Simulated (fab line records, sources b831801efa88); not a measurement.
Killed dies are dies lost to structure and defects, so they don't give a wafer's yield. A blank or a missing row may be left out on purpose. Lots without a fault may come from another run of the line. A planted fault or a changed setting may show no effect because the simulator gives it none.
A struck lot beside a sound one | flow sky130 | 44 steps out of a route of 708
Sound: wafers L560.2, L560.3, L560.6. Struck: wafer L563.3. (L563.1, L563.5 of the same lot were not struck and are left out.) The cause comes at the end.
At each step with rows: each side's tool, then ch and its chambers, then its first start. Under that, the readings that differ: sound wafers | struck wafers | difference of the means | sigmas: that difference in standard deviations of wafers without a fault.
alike: readings whose means differ by less than 2 such deviations, and words and numbers that are the same on both sides. not compared: withheld readings, readings that some wafer has no value for, bounds like >300 that may hide the same value, and numbers for which the record gives no deviation and whose values overlap.
The two part at a step that has a row with sigmas, a row that says differs or no value, or rows on one side only. Numbers that don't overlap but have no deviation are shown without sigmas and don't part them. A reading that every wafer of one side lacks parts them only if that side has two wafers or more.

SKY_VIA2_SPUTTER_20: material TiN, target thk 20 nm, time 80 s.
  sound on pvd_sputter-04, day 37 02:47; struck on pvd_sputter-04, day 38 08:40
  alike: throttle_valve_pct
SKY_VIA2_CVD_21: deposits W, target thk 420 nm, time 126.4 s.
  sound on cvd_w-01 ch 0, day 37 02:51; struck on cvd_w-01 ch 1, day 38 08:43
  alike: heater_power_w
SKY_VIA2_RS_MEAS_22: measures by four-point-probe.
  sound on film_metro-02, day 37 03:00; struck on film_metro-02, day 38 08:51
  alike: VIA2_W_RS
SKY_VIA2_THK_MEAS_23: measures by xrf.
  sound on film_metro-02, day 37 03:07; struck on film_metro-02, day 38 08:58
  alike: VIA2_W_THK
then, 2 steps without rows for these wafers: SKY_VIA2_CMP_24 (polishes, stops on SiO2, t overpolish 20 s, target thk 0 nm); SKY_METAL3_SPUTTER_00 (material Ti, target thk 15 nm, time 10 s).
SKY_METAL3_SPUTTER_01: material TiN, target thk 20 nm, time 16.7 s.
  sound on pvd_sputter-03, day 37 03:29; struck on pvd_sputter-02, day 38 09:21
  reading                | sound          | struck | difference | sigmas
  throttle_valve_pct (%) | 31.6 30.5 30.7 | 29.2   | -1.7       | -2
then, 1 step without rows for these wafers: SKY_METAL3_SPUTTER_02 (material AlCu, target thk 735 nm, time 39.1 s).
SKY_METAL3_SPUTTER_03: material Ti, target thk 5 nm, time 3.3 s.
  sound on pvd_sputter-03, day 37 03:32; struck on pvd_sputter-02, day 38 09:25
  alike: throttle_valve_pct
then, 1 step without rows for these wafers: SKY_METAL3_SPUTTER_04 (material TiN, target thk 70 nm, time 58.3 s).
SKY_CAPM_CVD_00: deposits SiO2, target thk 15.5 nm.
  sound on pecvd-02 ch 0,1, day 37 03:37; struck on pecvd-03 ch 0, day 38 09:29
  alike: heater_power_w, rf_fwd_power_W
SKY_CAPM_THK_MEAS_01:
  sound on film_metro-04, day 37 03:38; struck on film_metro-01, day 38 09:30
  alike: CAPM_CVD_00_THK
SKY_CAPM_SPUTTER_02: material TiN, target thk 200 nm, time 166.7 s.
  sound on pvd_sputter-04, day 37 03:41; struck on pvd_sputter-04, day 38 09:34
  reading                                  | sound             | struck | difference | sigmas
  model.TiN_of_CAPM_SPUTTER_02.thk_nm (nm) | 200.9 199.2 198.2 | 249.1  | +49.7      |
  alike: throttle_valve_pct
SKY_CAPM_RS_MEAS_03: measures by four-point-probe.
  sound on film_metro-03, day 37 03:49; struck on film_metro-01, day 38 09:40
  reading              | sound          | struck | difference | sigmas
  CAPM_TIN_RS (ohm/sq) | 6.87 6.92 6.98 | 5.51   | -1.41      | -18
SKY_CAPM_THK_MEAS_04: measures by xrf.
  sound on film_metro-03, day 37 03:56; struck on film_metro-01, day 38 09:47
  reading           | sound             | struck | difference | sigmas
  CAPM_TIN_THK (nm) | 201.3 199.7 199.1 | 250.3  | +50.3      | +19
then, 7 steps without rows for these wafers: SKY_CAPM_DEHYDRATE_05 (time 60 s); SKY_CAPM_HMDS_06 (prime time 60 s); SKY_CAPM_COAT_07 (resist thk 1140 nm); SKY_CAPM_SOFTBAKE_08 (time 60 s); SKY_CAPM_EXPOSE_09 (exposes mask CAPM, target cd 1000 nm); SKY_CAPM_PEB_10; SKY_CAPM_DEVELOP_11 (develop time 60 s).
SKY_CAPM_OVL_MEAS_12:
  sound on overlay-02, day 38 05:32; struck on overlay-02, day 39 10:11
  alike: CAPM_OVL
SKY_CAPM_METAL_ETCH_13: etches TiN in Cl2/BCl3, stops on SiO2, target depth 220 nm, time 62.9 s.
  sound on rie_metal-04 ch 1, day 38 05:34; struck on rie_metal-03 ch 0, day 39 10:13
  reading                | sound                | struck | difference | sigmas
  oes_product_au (a.u.)  | 0.949 0.939 0.933    | 1.017  | +0.077     | +10
  throttle_valve_pct (%) | 21.890 21.907 21.909 | 21.845 | -0.057     | -6
  alike: bcl3_flow_sccm, chamber_pressure_mTorr, drypump_motor_current_A, rf_fwd_power_W
  not compared: rf_hours_counter_h
then, 12 steps without rows for these wafers: SKY_CAPM_STRIP_14 (strips in O2/N2); SKY_CAPM_STRIP_15 (strips in post etch residue remover, time 1200 s); SKY_CAPM_CLEAN_16 (cleans in IPA, time 180 s); SKY_CAPM_CLEAN_17 (cleans in O3/DIW); SKY_METAL3_DEHYDRATE_05 (time 60 s); SKY_METAL3_HMDS_06 (prime time 60 s); SKY_METAL3_COAT_07 (resist thk 60 nm); SKY_METAL3_COAT_08 (resist thk 1140 nm); SKY_METAL3_SOFTBAKE_09 (time 90 s); SKY_METAL3_EXPOSE_10 (exposes mask MM3, target cd 300 nm); SKY_METAL3_PEB_11; SKY_METAL3_DEVELOP_12 (develop time 60 s).
SKY_METAL3_CD_MEAS_13: target cd 300 nm.
  sound on cd_sem-02, day 39 06:45; struck on cd_sem-01, day 40 11:33
  alike: cd_nm
SKY_METAL3_OVL_MEAS_14:
  sound on overlay-02, day 39 06:51; struck on overlay-02, day 40 11:40
  alike: METAL3_OVL
then, 4 steps without rows for these wafers: SKY_METAL3_DESCUM_15 (chemistry O2, time 8 s); SKY_METAL3_ETCH_16 (etches BARC in N2/H2, stops on SiO2, time 88.2 s, target depth 60 nm); SKY_METAL3_ETCH_17 (etches SiO2 in C4F8/O2/Ar, stops on TiN, time 3.9 s, target depth 15 nm); SKY_METAL3_METAL_ETCH_18 (etches the open film in Cl2/BCl3, stops on SiO2, target depth 845 nm, time 183.1 s).
SKY_METAL3_STRIP_20: strips in post etch residue remover, time 1200 s.
  sound on wet_bench-04 ch 2, day 39 07:19; struck on wet_bench-03 ch 3, day 40 12:08
  reading                                  | sound           | struck | difference | sigmas
  model.TiN_of_CAPM_SPUTTER_02.thk_nm (nm) | 200 198.4 197.4 | 248.3  | +49.7      |
  alike: temp_c
-- the record jumps here: 7 days lie between the struck wafers' starts before and after (it left off in module METAL3 and takes up again in module PAD_OPEN, whose first step shown is number 708 of the route) --
SKY_PAD_OPEN_PROBE_99:
  sound on prober-01, day 46 09:29; struck on prober-02, day 47 10:18
  reading                                    | sound                          | struck | difference | sigmas
  killed_at_M4_up                            | 2 3 1                          | 6      | +4         | +2
  model.etest.tester.sort_n_pass             | 397 402 416                    | 0      | -405       |
  model.etest.met3.line_ohm_um               | 0.1412 0.141 0.1381            | 185.2  | +185.1     |
  model.etest.via3_chain.rc_ohm              | 9.567 9.725 9.628              | 145.5  | +135.9     |
  model.etest.tester.sort_yield_pct (%)      | 80.69 81.71 84.55              | 0      | -82        |
  model.etest.tester.sort_bin_4_pct (%)      | 0 0 0                          | 78.86  | +78.86     |
  model.etest.met3.rs_ohm_sq                 | 0.04356 0.04296 0.04221        | 54.4   | +54.4      |
  model.etest.met3.rs_ohm_sq_rim_less_centre | -0.0005978 0.0004896 0.0008001 | -8.001 | -8.001     |
  model.etest.cap_mim.plate_ohm_sq           | 5.998 6.045 6.139              | 4.806  | -1.255     |
  alike: defect_limited_yield, killed_at_M0_to_M3, killed_at_contacts, killed_at_front_end, killed_at_other, killed_dies, killed_open, killed_short

WHERE THEY PART
First at SKY_METAL3_SPUTTER_01; last, within this record, at SKY_PAD_OPEN_PROBE_99.

WHY: what the simulator had put in
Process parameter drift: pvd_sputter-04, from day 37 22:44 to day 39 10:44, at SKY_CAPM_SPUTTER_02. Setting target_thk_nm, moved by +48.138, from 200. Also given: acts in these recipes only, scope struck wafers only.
